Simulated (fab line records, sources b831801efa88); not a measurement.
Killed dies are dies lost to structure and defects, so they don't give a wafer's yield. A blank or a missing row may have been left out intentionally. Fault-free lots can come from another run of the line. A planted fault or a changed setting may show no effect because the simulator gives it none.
Code-filled problem report in 8D (eight disciplines) form / flow sky130 / the parts of the form that need people (team, actions taken, sign-off) are left out

## 1. WHAT WENT WRONG
Wafers without a fault read 20.000 s, standard deviation 0.0093; overpolishRunS at SKY_VIA2_CMP_24 reads a mean of 0.039 s on 3 wafers belonging to 2 lots. That is -99 or more standard deviations from the usual mean.
The step: polishes, stops on SiO2, t overpolish 20 s, target thk 0 nm.
The first sign was on wafer L182.3 at day 40 11:19, on cmp-01. At this step, 41 wafers from 14 lots have a number in the record. Rule for "out", or "out of limits": more than 4 standard deviations from the usual mean. All remaining wafers that have a number are taken as sound.

## 2. WHAT IT IS; WHAT IT IS NOT
question=which readings at this step | is=overpolishRunS, timeToEndpointS | is not=motorCurrentA
question=which lots | is=L182, L185 | is not=L171, L172, L173, L174, L175, L176, L177, L178, L179, L181, L184, L193
question=which wafers of those lots | is=L182.3, L185.3, L185.6 | is not=L182.2, L182.4
question=read on which tools | is=cmp-01 | is not=cmp-02
question=when | is=from day 40 11:19 | is not=up to then (35 sound wafers); but 3 sound wafers of L193 came after

## 3. SUSPECTS, AND WHAT RULES EACH OUT
Counting: any tool at a process step up to the reading remains a suspect provided it ran every lot that is out. Sound lots after the first of them don't rule it out here, since some wafers of a struck lot are sound.
- cmp-01 at SKY_VIA2_CMP_24 (polishes, stops on SiO2, t overpolish 20 s, target thk 0 nm): kept. Every lot that is out went through it, the first being L182 (day 40 11:19); the last sound lot it ran before that was L184 (day 40 09:37). Its own readings are out on those wafers: overpolishRunS, timeToEndpointS.
The count leaves cmp-01 at SKY_VIA2_CMP_24.

## 4. THE CAUSE (what the simulator had put in)
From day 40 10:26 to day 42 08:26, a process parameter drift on cmp-01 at SKY_VIA2_CMP_24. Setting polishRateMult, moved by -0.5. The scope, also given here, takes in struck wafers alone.
The count eliminated every tool but this one.

## 5. THE EFFECT CHAIN, in route order
One row per reading whose mean, taken over the struck wafers that have a number, lies over 3 standard deviations from the usual. Readings are gone through only where the record gives a usual standard deviation; hours: the median, over the lots, of the time from a lot's start at the first step in this table giving one to that lot's start at this step; sigmas: the change measured in usual standard deviations.
hours=0; step=SKY_VIA2_CMP_24; reading=overpolishRunS; usual=20.000 s; on struck wafers=0.039; change=-19.961; sigmas=-99 or more
hours=0; step=SKY_VIA2_CMP_24; reading=timeToEndpointS; usual=98 s; on struck wafers=157; change=+59; sigmas=+13
Process steps it contains:
- SKY_VIA2_CMP_24: polishes, stops on SiO2, t overpolish 20 s, target thk 0 nm.

## 6. WHAT WOULD HAVE CAUGHT IT SOONER
In this record the first reading out of limits was taken at day 40 11:19, 1 hour after the fault began at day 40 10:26.
